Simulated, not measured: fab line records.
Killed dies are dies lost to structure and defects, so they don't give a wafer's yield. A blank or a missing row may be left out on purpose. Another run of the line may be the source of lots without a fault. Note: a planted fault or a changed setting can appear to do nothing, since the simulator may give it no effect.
Which tool is to blame? ; flow gf180mcu ; 42 wafers from 14 lots sampled at 5 of the route's 602 steps

WHAT THE GAUGES SHOWED, per wafer
GF_STI_THK_MEAS_02.
lot;measured;on;STI_OXIDATION_THK (nm)
L669;day 1 17:35;filmMetro-02;10.36 10.60 10.63
L670;day 1 21:31;filmMetro-01;10.22 10.40 10.35
L671;day 2 02:31;filmMetro-03;10.31 10.45 10.33
L672;day 2 08:02;filmMetro-02;10.26 10.36 10.35
L677;day 3 08:31;filmMetro-02;10.37 10.62 10.57
L679;day 3 19:48;filmMetro-02;10.33 10.33 10.58
L680;day 3 23:56;filmMetro-01;10.51 10.43 10.58
L683;day 4 15:13;filmMetro-01;10.68 10.67 10.54
L684;day 4 19:31;filmMetro-03;10.46 10.29 10.28
L685;day 5 00:34;filmMetro-03;10.14 10.26 10.33
L687;day 5 11:27;filmMetro-01;10.06 10.23 10.10
L688;day 5 16:28;filmMetro-01;10.34 10.62 10.49
L690;day 6 01:31;filmMetro-02;10.43 10.15 10.27
L691;day 6 07:25;filmMetro-02;10.67 10.72 10.52

GF_STI_THK_MEAS_30.
lot;measured;on;STI_OXIDATION_02_THK (nm)
L669;day 2 12:25;filmMetro-02;9.66 9.83 9.83
L670;day 2 16:10;filmMetro-02;9.98 9.95 9.79
L671;day 2 21:40;filmMetro-01;10.32 10.30 10.17
L672;day 3 05:06;filmMetro-02;16.79 16.62 16.44
L677;day 4 06:16;filmMetro-03;15.94 16.40 15.93
L679;day 4 18:27;filmMetro-02;16.39 16.48 16.55
L680;day 4 19:58;filmMetro-03;9.82 9.76 9.77
L683;day 5 12:22;filmMetro-03;10.01 9.82 10.02
L684;day 5 18:16;filmMetro-03;10.03 10.15 10.34
L685;day 5 21:55;filmMetro-01;10.04 9.94 9.96
L687;day 6 09:56;filmMetro-03;9.96 10.07 10.28
L688;day 6 13:12;filmMetro-02;9.95 9.91 9.95
L690;day 7 00:21;filmMetro-03;9.88 9.79 9.88
L691;day 7 05:47;filmMetro-01;9.57 9.69 9.62

GF_LVPWELL_OVL_MEAS_07.
lot;measured;on;LVPWELL_OVL (nm)
L669;day 4 02:58;overlay-02;1.4 0.9 0.7
L670;day 4 05:53;overlay-01;-0.1 1.5 0.0
L671;day 4 12:03;overlay-01;0.8 0.6 1.2
L672;day 4 18:47;overlay-02;-0.4 1.5 1.0
L677;day 5 21:48;overlay-01;0.7 1.1 -0.7
L679;day 6 11:44;overlay-01;2.6 4.7 3.2
L680;day 6 15:20;overlay-01;0.8 1.3 0.0
L683;day 7 08:42;overlay-01;-2.4 0.2 -0.9
L684;day 7 15:11;overlay-01;1.0 1.9 2.7
L685;day 7 19:59;overlay-02;2.4 0.8 0.2
L687;day 8 08:29;overlay-02;-0.3 -0.3 0.6
L688;day 8 13:08;overlay-01;-0.3 -0.6 -1.3
L690;day 9 00:27;overlay-01;2.8 1.6 1.2
L691;day 9 07:14;overlay-01;1.7 1.0 0.1

GF_VT_IMPLANT_RS_MEAS_49: measurement is done with a four-point probe.
lot;measured;on;MVPSD_RS (ohm/sq)
L669;day 7 20:32;filmMetro-01;1179.8 1178.9 1179.8
L670;day 7 23:39;filmMetro-02;1184.7 1181.1 1182.4
L671;day 8 07:19;filmMetro-02;1173.7 1181.3 1179.8
L672;day 8 15:51;filmMetro-02;1176.6 1177.3 1177.5
L677;day 10 00:22;filmMetro-01;1177.9 1179.4 1177.7
L679;day 10 16:25;filmMetro-04;1179.6 1183.7 1178.9
L680;day 10 23:00;filmMetro-01;1183.9 1179.5 1179.5
L683;day 11 17:29;filmMetro-04;1181.0 1180.7 1176.8
L684;day 12 02:18;filmMetro-04;1180.0 1176.2 1181.3
L685;day 12 07:15;filmMetro-02;1178.2 1180.1 1182.4
L687;day 12 23:50;filmMetro-02;1173.5 1180.3 1180.2
L688;day 13 03:15;filmMetro-04;1179.2 1177.5 1175.9
L690;day 13 18:01;filmMetro-01;1181.8 1179.8 1185.3
L691;day 14 03:32;filmMetro-04;1183.7 1181.8 1180.3

WHICH TOOL RAN EACH LOT (tool, then ch and the chambers of the sampled wafers, then the start)
lot;GF_STI_OXIDATION_29
L669;furnace-02 ch 0, day 2 11:00
L670;furnace-02 ch 0, day 2 14:47
L671;furnace-01 ch 0, day 2 20:16
L672;furnace-01 ch 0, day 3 01:41 and furnace-02 ch 0, day 3 03:43
L677;furnace-01 ch 0, day 4 02:09
L679;furnace-02 ch 0, day 4 14:53 and furnace-01 ch 0, day 4 17:03
L680;furnace-02 ch 0, day 4 18:34
L683;furnace-02 ch 0, day 5 10:57
L684;furnace-02 ch 0, day 5 16:52
L685;furnace-02 ch 0, day 5 20:31
L687;furnace-01 ch 0, day 6 08:32
L688;furnace-01 ch 0, day 6 11:49
L690;furnace-01 ch 0, day 6 22:56
L691;furnace-01 ch 0, day 7 04:24
- GF_STI_OXIDATION_29: stabilise 600 s, purge 300 s, target thk 10 nm.

WHAT THE TOOLS THEMSELVES READ (means of the sampled wafers that have a number; where no wafer has one, the mark that the record gives instead)
GF_STI_OXIDATION_29.
lot;tool;tubeCenterTempC (C);zonePowerBottomPct (%)
L669;furnace-02;900;26.1
L670;furnace-02;900;26.4
L671;furnace-01;900;28.6
L672;furnace-01/furnace-02;900;27.2
L677;furnace-01;900;28.6
L679;furnace-02/furnace-01;900;27.4
L680;furnace-02;900;26.0
L683;furnace-02;900;26.2
L684;furnace-02;900;26.1
L685;furnace-02;900;26.2
L687;furnace-01;900;28.6
L688;furnace-01;900;28.8
L690;furnace-01;900;28.6
L691;furnace-01;900;28.6

THE ANSWER, worked out from the rows above alone
Rule: usual is defined by the lots themselves. Put in order of their means at a reading, lots are off if they are a third of the lots or fewer, leave a main group of 4 or more, and stand apart from it by a gap of 3 or more times the standard deviation of the main group's means; of several such gaps the widest counts. Not used: any main group whose means are identical at the precision the tables above print for the reading. A lot without any number at a reading at which 4 lots or more have one is off too. Where the step has rows for the other lots, those lots are counted as sound. Order of review: gauges by route order, followed by the tools' own readings, for which a lot's mean as printed above is used. The first step at which some lot is off is used, and at that step the reading that is off furthest; a lot without a number counts as furthest.
Off: L672, L677, L679, seen at GF_STI_THK_MEAS_30 (STI_OXIDATION_02_THK). Main group: mean 9.94 nm, sd 0.18.
A tool fits if, at a process step before that reading, it ran every lot that is off, and no sound lot after the first of them. Those tools and the gauges at GF_STI_THK_MEAS_30 are tried in the same way. No candidate that was tried fits.

WHAT WAS PUT IN BY THE SIMULATOR
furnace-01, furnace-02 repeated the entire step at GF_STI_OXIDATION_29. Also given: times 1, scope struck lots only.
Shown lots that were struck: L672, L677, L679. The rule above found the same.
